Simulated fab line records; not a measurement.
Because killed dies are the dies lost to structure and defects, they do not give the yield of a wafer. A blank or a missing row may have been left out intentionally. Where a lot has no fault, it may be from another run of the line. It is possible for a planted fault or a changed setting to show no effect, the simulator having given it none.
Which of the tools did it? | flow gf180mcu | 14 lots, 42 wafers sampled, at 3 steps of a route of 602

WHAT THE GAUGES SHOWED, per wafer
GF_NSD_CD_MEAS_07: target cd 400 nm. Usual: cd nm at 399.8 nm, with a standard deviation of 2.2.
lot  | measured     | on        | cd nm (nm)        | flag
L874 | day 13 11:04 | cd sem-02 | 397.3 400.0 398.3 |
L875 | day 13 15:40 | cd sem-02 | 402.3 401.9 402.1 |
L877 | day 14 04:01 | cd sem-01 | 398.8 400.8 399.2 |
L878 | day 14 06:24 | cd sem-01 | 398.9 402.1 401.8 |
L882 | day 16 09:46 | cd sem-02 | 401.9 402.7 399.0 |
L883 | day 16 13:51 | cd sem-02 | 401.0 402.2 403.8 |
L884 | day 17 00:12 | cd sem-01 | 402.5 402.2 400.1 |
L886 | day 17 20:20 | cd sem-01 | 399.2 399.7 395.1 |
L890 | day 18 22:39 | cd sem-01 | 400.2 399.9 399.9 |
L889 | day 19 07:43 | cd sem-02 | 399.2 399.2 398.1 |
L893 | day 20 04:04 | cd sem-02 | 397.2 396.5 397.0 |
L894 | day 20 08:55 | cd sem-02 | 403.1 403.6 400.9 |
L895 | day 20 11:24 | cd sem-01 | 397.9 396.2 397.4 |
L897 | day 21 13:51 | cd sem-01 | 400.9 400.5 401.2 |

GF_PSD_CD_MEAS_07: target cd 400 nm. Usual: cd nm at 400.0 nm, with a standard deviation of 2.4.
lot  | measured     | on        | cd nm (nm)        | flag
L874 | day 14 08:01 | cd sem-02 | 403.8 401.3 401.7 |
L875 | day 14 12:28 | cd sem-02 | 396.5 396.7 395.4 |
L877 | day 15 01:34 | cd sem-01 | 400.1 398.8 401.9 |
L878 | day 15 03:34 | cd sem-02 | 398.4 401.1 400.4 |
L882 | day 17 08:44 | cd sem-01 | 399.3 399.6 400.5 |
L883 | day 17 12:52 | cd sem-02 | 397.1 396.7 398.2 |
L884 | day 17 23:52 | cd sem-01 | 404.5 403.8 401.6 |
L886 | day 18 20:20 | cd sem-01 | 401.8 403.0 403.5 |
L890 | day 19 23:55 | cd sem-02 | 399.4 399.8 401.3 |
L889 | day 20 08:18 | cd sem-01 | 398.4 398.9 399.6 |
L893 | day 21 04:27 | cd sem-02 | 403.1 402.8 403.2 |
L894 | day 21 09:48 | cd sem-01 | 397.5 399.0 399.5 |
L895 | day 21 12:01 | cd sem-01 | 397.4 396.5 399.0 |
L897 | day 22 13:39 | cd sem-02 | 403.1 400.8 399.5 |

EACH LOT AND THE TOOL THAT RAN IT (in order: tool; ch and the chambers of the sampled wafers; start)
lot  | GF_HV_LDD_ETCHBACK_58
L874 | rie diel-04 ch 0,1,3, day 12 16:11
L875 | rie diel-01 ch 1,2, day 12 19:58
L877 | rie diel-04 ch 1,2,3, day 13 08:05
L878 | rie diel-04 ch 0,2,3, day 13 10:57
L882 | rie diel-04 ch 1,2, day 15 11:59
L883 | rie diel-03 ch 0,1,3, day 15 15:57
L884 | rie diel-04 ch 0,2, day 16 02:01
L886 | rie diel-04 ch 0,1,2, day 16 21:35
L890 | rie diel-01 ch 0,1,2, day 17 23:15
L889 | rie diel-01 ch 1,2,3, day 18 08:10
L893 | rie diel-01 ch 1,2, day 19 04:03
L894 | rie diel-01 ch 0,1,3, day 19 08:16
L895 | rie diel-01 ch 1,2,3, day 19 11:41
L897 | rie diel-01 ch 0,1,3, day 20 14:22
- GF_HV_LDD_ETCHBACK_58: etches Si3N4 in CH3F/O2, stops on SiO2, time 100 s, target depth 90 nm.

AS READ BY THE TOOLS THEMSELVES (means over the sampled wafers that have a number; for cases with no such wafer, the mark the record gives instead)
GF_HV_LDD_ETCHBACK_58. Usual: drypump motor current A 5.8 A, standard deviation 0.3; oes product au 0.842 a.u., standard deviation 0.0058; throttle valve pct 10.562 %, standard deviation 0.0095.
lot  | tool        | drypump motor current A (A) | oes product au (a.u.) | throttle valve pct (%) | flag
L874 | rie diel-04 | 5.8                         | 0.842                 | 10.577                 |
L875 | rie diel-01 | 6.0                         | 0.843                 | 10.559                 |
L877 | rie diel-04 | 5.8                         | 0.839                 | 10.561                 |
L878 | rie diel-04 | 6.0                         | 0.849                 | 10.568                 |
L882 | rie diel-04 | 6.0                         | 0.836                 | 10.568                 |
L883 | rie diel-03 | 5.4                         | 0.843                 | 10.559                 |
L884 | rie diel-04 | 6.1                         | 0.839                 | 10.556                 |
L886 | rie diel-04 | 5.9                         | 0.846                 | 10.566                 |
L890 | rie diel-01 | 6.0                         | 0.834                 | 10.565                 |
L889 | rie diel-01 | 6.0                         | 0.846                 | 10.557                 |
L893 | rie diel-01 | 6.0                         | 0.841                 | 10.566                 |
L894 | rie diel-01 | 6.0                         | 0.846                 | 10.558                 |
L895 | rie diel-01 | 5.9                         | 0.847                 | 10.566                 |
L897 | rie diel-01 | 6.0                         | 0.836                 | 10.561                 |

THE ANSWER, worked out from the rows above alone
Rule: a lot counts as off when the mean over its wafers that have a number is more than 3 standard deviations away from the usual mean. Also off: a lot with no number at a reading for which 4 or more lots have one. Any other lot the step has rows for is counted as sound. The gauges are gone through in route order, then the tools' own readings, and for those a lot's mean is taken as printed above. The first step at which some lot is off is used, and at that step the reading that is off furthest; a lot without a number counts as furthest.
No lot is off at any reading shown: from this, nothing can be told.

WHAT HAD BEEN PUT IN BY THE SIMULATOR
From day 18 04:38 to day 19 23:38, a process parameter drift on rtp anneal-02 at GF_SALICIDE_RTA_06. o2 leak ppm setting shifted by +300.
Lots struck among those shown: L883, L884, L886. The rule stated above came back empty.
